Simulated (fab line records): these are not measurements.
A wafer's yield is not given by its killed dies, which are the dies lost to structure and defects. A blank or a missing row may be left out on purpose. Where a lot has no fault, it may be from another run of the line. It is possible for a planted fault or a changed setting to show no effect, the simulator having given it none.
The tool behind it: which one? / flow sfqLine / 39 wafers from 13 lots sampled at 4 of the route's 325 steps

## WHAT THE GAUGES READ, wafer by wafer
SFQ_I4_BOW_MEAS_927.
lot=L585; measured=day 55 14:20; on=filmMetro-04; I4_BOW (um)=-3 8 -5
lot=L586; measured=day 55 23:57; on=filmMetro-01; I4_BOW (um)=-7 10 13
lot=L587; measured=day 56 08:57; on=filmMetro-04; I4_BOW (um)=16 6 -5
lot=L588; measured=day 56 17:57; on=filmMetro-01; I4_BOW (um)=-3 -11 3
lot=L589; measured=day 56 23:58; on=filmMetro-04; I4_BOW (um)=-5 1 -22
lot=L590; measured=day 57 02:58; on=filmMetro-04; I4_BOW (um)=-5 -9 -6
lot=L591; measured=day 57 04:25; on=filmMetro-01; I4_BOW (um)=-3 -12 -11
lot=L593; measured=day 57 13:40; on=filmMetro-04; I4_BOW (um)=7 6 -7
lot=L594; measured=day 58 06:28; on=filmMetro-01; I4_BOW (um)=-9 -10 -12
lot=L596; measured=day 58 22:43; on=filmMetro-01; I4_BOW (um)=-11 -2 -3
lot=L605; measured=day 62 13:47; on=filmMetro-03; I4_BOW (um)=6 1 9
lot=L606; measured=day 62 15:37; on=filmMetro-01; I4_BOW (um)=23 6 3
lot=L607; measured=day 62 16:45; on=filmMetro-03; I4_BOW (um)=-5 2 -4

SFQ_JJ_RS_MEAS_929: the measuring method here is four-point-probe.
lot=L585; measured=day 60 03:23; on=filmMetro-02; JJ_NB_RS (ohm/sq)=1.046 1.039 1.039
lot=L586; measured=day 60 16:23; on=filmMetro-04; JJ_NB_RS (ohm/sq)=1.047 1.054 1.059
lot=L587; measured=day 60 21:04; on=filmMetro-01; JJ_NB_RS (ohm/sq)=1.064 1.062 1.059
lot=L588; measured=day 61 10:38; on=filmMetro-04; JJ_NB_RS (ohm/sq)=1.063 1.059 1.059
lot=L589; measured=day 61 23:51; on=filmMetro-01; JJ_NB_RS (ohm/sq)=1.060 1.050 1.067
lot=L590; measured=day 62 03:27; on=filmMetro-02; JJ_NB_RS (ohm/sq)=1.041 1.047 1.048
lot=L591; measured=day 62 04:40; on=filmMetro-01; JJ_NB_RS (ohm/sq)=1.029 1.031 1.035
lot=L593; measured=day 62 16:38; on=filmMetro-04; JJ_NB_RS (ohm/sq)=1.053 1.056 1.048
lot=L594; measured=day 63 05:50; on=filmMetro-02; JJ_NB_RS (ohm/sq)=1.022 1.025 1.044
lot=L596; measured=day 64 01:04; on=filmMetro-02; JJ_NB_RS (ohm/sq)=1.358 1.053 1.046
lot=L605; measured=day 67 17:44; on=filmMetro-01; JJ_NB_RS (ohm/sq)=1.044 1.052 1.050
lot=L606; measured=day 67 20:05; on=filmMetro-01; JJ_NB_RS (ohm/sq)=1.047 1.046 1.028
lot=L607; measured=day 67 22:30; on=filmMetro-01; JJ_NB_RS (ohm/sq)=1.052 1.058 1.052

## WHAT TOOL EACH LOT RAN ON (gives the tool, then ch and the chambers of the sampled wafers, and finally the start)
lot=L585; SFQ_TRILAYER_I3_METRO_MEASURE_083=filmMetro-03, day 44 06:05; SFQ_TRILAYER_JJ_TRILAYER_DEP_SPUTTER_112=pvdSputter-06, day 60 03:17
lot=L586; SFQ_TRILAYER_I3_METRO_MEASURE_083=filmMetro-04, day 44 21:24; SFQ_TRILAYER_JJ_TRILAYER_DEP_SPUTTER_112=pvdSputter-04, day 60 16:18
lot=L587; SFQ_TRILAYER_I3_METRO_MEASURE_083=filmMetro-04, day 45 07:00; SFQ_TRILAYER_JJ_TRILAYER_DEP_SPUTTER_112=pvdSputter-04, day 60 20:59
lot=L588; SFQ_TRILAYER_I3_METRO_MEASURE_083=filmMetro-04, day 45 10:11; SFQ_TRILAYER_JJ_TRILAYER_DEP_SPUTTER_112=pvdSputter-04, day 61 10:33
lot=L589; SFQ_TRILAYER_I3_METRO_MEASURE_083=filmMetro-04, day 45 13:23; SFQ_TRILAYER_JJ_TRILAYER_DEP_SPUTTER_112=pvdSputter-04, day 61 23:45
lot=L590; SFQ_TRILAYER_I3_METRO_MEASURE_083=filmMetro-04, day 46 07:05; SFQ_TRILAYER_JJ_TRILAYER_DEP_SPUTTER_112=pvdSputter-03, day 62 03:21
lot=L591; SFQ_TRILAYER_I3_METRO_MEASURE_083=filmMetro-04, day 46 18:43; SFQ_TRILAYER_JJ_TRILAYER_DEP_SPUTTER_112=pvdSputter-06, day 62 04:33
lot=L593; SFQ_TRILAYER_I3_METRO_MEASURE_083=filmMetro-04, day 48 21:59; SFQ_TRILAYER_JJ_TRILAYER_DEP_SPUTTER_112=pvdSputter-04, day 62 16:33
lot=L594; SFQ_TRILAYER_I3_METRO_MEASURE_083=filmMetro-04, day 49 08:11; SFQ_TRILAYER_JJ_TRILAYER_DEP_SPUTTER_112=pvdSputter-04, day 63 05:45
lot=L596; SFQ_TRILAYER_I3_METRO_MEASURE_083=filmMetro-04, day 49 19:23; SFQ_TRILAYER_JJ_TRILAYER_DEP_SPUTTER_112=pvdSputter-04, day 64 00:57
lot=L605; SFQ_TRILAYER_I3_METRO_MEASURE_083=filmMetro-04, day 52 17:35; SFQ_TRILAYER_JJ_TRILAYER_DEP_SPUTTER_112=pvdSputter-06, day 67 17:37
lot=L606; SFQ_TRILAYER_I3_METRO_MEASURE_083=filmMetro-03, day 52 19:34; SFQ_TRILAYER_JJ_TRILAYER_DEP_SPUTTER_112=pvdSputter-03, day 67 20:00
lot=L607; SFQ_TRILAYER_I3_METRO_MEASURE_083=filmMetro-04, day 52 20:11; SFQ_TRILAYER_JJ_TRILAYER_DEP_SPUTTER_112=pvdSputter-06, day 67 22:25
- SFQ_TRILAYER_I3_METRO_MEASURE_083
- SFQ_TRILAYER_JJ_TRILAYER_DEP_SPUTTER_112: material Nb, target thk 170 nm, time 113.3 s.

## WHAT THE TOOLS THEMSELVES READ (means of the sampled wafers that have a number; where no wafer has one, the mark that the record gives instead)
SFQ_TRILAYER_I3_METRO_MEASURE_083.
lot=L585; tool=filmMetro-03; thkNm (nm)=199.7
lot=L586; tool=filmMetro-04; thkNm (nm)=199.8
lot=L587; tool=filmMetro-04; thkNm (nm)=199.6
lot=L588; tool=filmMetro-04; thkNm (nm)=201.3
lot=L589; tool=filmMetro-04; thkNm (nm)=201.0
lot=L590; tool=filmMetro-04; thkNm (nm)=199.9
lot=L591; tool=filmMetro-04; thkNm (nm)=199.1
lot=L593; tool=filmMetro-04; thkNm (nm)=199.4
lot=L594; tool=filmMetro-04; thkNm (nm)=199.0
lot=L596; tool=filmMetro-04; thkNm (nm)=200.1
lot=L605; tool=filmMetro-04; thkNm (nm)=201.7
lot=L606; tool=filmMetro-03; thkNm (nm)=200.9
lot=L607; tool=filmMetro-04; thkNm (nm)=199.9

SFQ_TRILAYER_JJ_TRILAYER_DEP_SPUTTER_112.
lot=L585; tool=pvdSputter-06; cathodeDcPowerW (W)=2000.0; substrateTempC (C)=20.04; throttleValvePct (%)=29.3
lot=L586; tool=pvdSputter-04; cathodeDcPowerW (W)=2000.0; substrateTempC (C)=19.90; throttleValvePct (%)=29.6
lot=L587; tool=pvdSputter-04; cathodeDcPowerW (W)=2000.0; substrateTempC (C)=19.93; throttleValvePct (%)=29.5
lot=L588; tool=pvdSputter-04; cathodeDcPowerW (W)=2000.1; substrateTempC (C)=20.02; throttleValvePct (%)=29.6
lot=L589; tool=pvdSputter-04; cathodeDcPowerW (W)=2000.0; substrateTempC (C)=20.06; throttleValvePct (%)=28.9
lot=L590; tool=pvdSputter-03; cathodeDcPowerW (W)=2000.2; substrateTempC (C)=19.98; throttleValvePct (%)=30.3
lot=L591; tool=pvdSputter-06; cathodeDcPowerW (W)=2000.1; substrateTempC (C)=19.98; throttleValvePct (%)=30.4
lot=L593; tool=pvdSputter-04; cathodeDcPowerW (W)=2000.3; substrateTempC (C)=19.99; throttleValvePct (%)=29.5
lot=L594; tool=pvdSputter-04; cathodeDcPowerW (W)=1999.7; substrateTempC (C)=20.10; throttleValvePct (%)=29.1
lot=L596; tool=pvdSputter-04; cathodeDcPowerW (W)=1846.8; substrateTempC (C)=19.98; throttleValvePct (%)=29.6
lot=L605; tool=pvdSputter-06; cathodeDcPowerW (W)=2000.1; substrateTempC (C)=20.03; throttleValvePct (%)=30.4
lot=L606; tool=pvdSputter-03; cathodeDcPowerW (W)=1999.9; substrateTempC (C)=20.03; throttleValvePct (%)=30.8
lot=L607; tool=pvdSputter-06; cathodeDcPowerW (W)=2000.1; substrateTempC (C)=20.05; throttleValvePct (%)=29.5

## THE ANSWER, worked out from the rows above alone
Rule: usual is defined by the lots themselves. Put in order of their means at a reading, lots are off if they are a third of the lots or fewer, leave a main group of 4 or more, and stand apart from it by a gap of 3 or more times the standard deviation of the main group's means; of several such gaps the widest counts. The tables above print the reading to a certain number of digits; a main group whose means all agree to those digits is not used. A lot without any number at a reading at which 4 lots or more have one is off too. Where the step has rows for the other lots, those lots are counted as sound. After the gauges, taken in route order, come the tools' own readings; for these a lot's mean is taken, as printed above. The first step at which some lot is off is used, and at that step the reading that is off furthest; a lot without a number counts as furthest.
Off: L596, at SFQ_JJ_RS_MEAS_929 (JJ_NB_RS). The main group has a mean of 1.048 ohm/sq with a standard deviation of 0.01.
A tool fits if, at a process step before that reading, it ran every lot that is off, and no sound lot after the first of them. Not tried: the gauges at SFQ_JJ_RS_MEAS_929; whatever is off there is also off at SFQ_TRILAYER_JJ_TRILAYER_DEP_SPUTTER_112, on other tools, and gauge error can't account for it. One fits: pvdSputter-04 at SFQ_TRILAYER_JJ_TRILAYER_DEP_SPUTTER_112. Its last sound lot is L594 (day 63 05:45), its first lot that is off L596 (day 64 00:57): a fault that began between those two fits.
The tool's own readings at SFQ_TRILAYER_JJ_TRILAYER_DEP_SPUTTER_112 bear it out: on the lots that are off they differ by more than 5 times the standard deviation of the sound lots' means. cathodeDcPowerW reads 1846.8 W there against 2000.0 W on the sound lots.

## WHAT HAD BEEN PUT IN BY THE SIMULATOR
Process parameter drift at SFQ_TRILAYER_JJ_TRILAYER_DEP_SPUTTER_112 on pvdSputter-04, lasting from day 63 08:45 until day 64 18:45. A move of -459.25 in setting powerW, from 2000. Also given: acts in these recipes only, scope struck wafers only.
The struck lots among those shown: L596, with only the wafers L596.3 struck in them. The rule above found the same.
